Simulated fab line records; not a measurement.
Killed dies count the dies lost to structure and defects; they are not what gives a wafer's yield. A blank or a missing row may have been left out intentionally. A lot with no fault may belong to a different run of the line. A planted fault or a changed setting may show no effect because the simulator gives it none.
What tool caused it? | flow sky130 | 36 wafers sampled from 12 lots at 1 step of a route of 708

== WHAT THE GAUGES READ, wafer by wafer ==
SKY_VT_ADJUST_HVTP_OVL_MEAS_08.
lot  | measured     | on         | VT_ADJUST_HVTP_OVL (nm)
L672 | day 7 10:02  | overlay-02 | -2.2 -1.4 -2.0
L671 | day 7 10:20  | overlay-01 | 0.7 1.3 2.1
L675 | day 8 01:52  | overlay-01 | 1.3 0.3 1.1
L679 | day 8 20:35  | overlay-01 | 1.8 -0.3 -0.9
L680 | day 9 04:32  | overlay-01 | 1.0 1.2 2.8
L683 | day 9 20:04  | overlay-02 | 0.9 0.3 0.9
L686 | day 10 17:04 | overlay-01 | 0.1 1.2 0.2
L688 | day 11 03:03 | overlay-02 | 1.1 1.7 0.4
L689 | day 11 08:35 | overlay-01 | -1.9 0.3 -0.9
L690 | day 11 16:28 | overlay-01 | 0.7 1.7 0.7
L691 | day 11 20:25 | overlay-01 | -0.5 -0.4 -0.8
L692 | day 12 03:43 | overlay-01 | 0.8 0.4 1.0

== EACH LOT AND THE TOOL THAT RAN IT (in order: tool; ch and the chambers of the sampled wafers; start) ==
No process step before these readings appears in the record.

== WHAT THE TOOLS THEMSELVES READ (means of the sampled wafers that have a number; where no wafer has one, the mark that the record gives instead) ==
The record holds no such reading with a usual standard deviation.

== THE ANSWER, worked out from the rows above alone ==
Rule: the usual values come from the lots themselves. The widest of any qualifying gaps counts: lots, ordered by their means at a reading, are off when they make up no more than a third of the lots, leave a main group of 4 or more, and stand apart from it by 3 or more times the standard deviation of that group's means. A main group is skipped when, at the precision printed for the reading in the tables above, its means are all equal. Also off: a lot with no number at a reading for which 4 or more lots have one. The other lots that the step has rows for count as sound. First the gauges in route order, then the tools' own readings, where a lot's mean is used as printed above. The first step at which some lot is off is used, and at that step the reading that is off furthest; a lot without a number counts as furthest.
No lot is off on any of the readings shown, so nothing can be concluded from this.

== WHAT HAD BEEN PUT IN BY THE SIMULATOR ==
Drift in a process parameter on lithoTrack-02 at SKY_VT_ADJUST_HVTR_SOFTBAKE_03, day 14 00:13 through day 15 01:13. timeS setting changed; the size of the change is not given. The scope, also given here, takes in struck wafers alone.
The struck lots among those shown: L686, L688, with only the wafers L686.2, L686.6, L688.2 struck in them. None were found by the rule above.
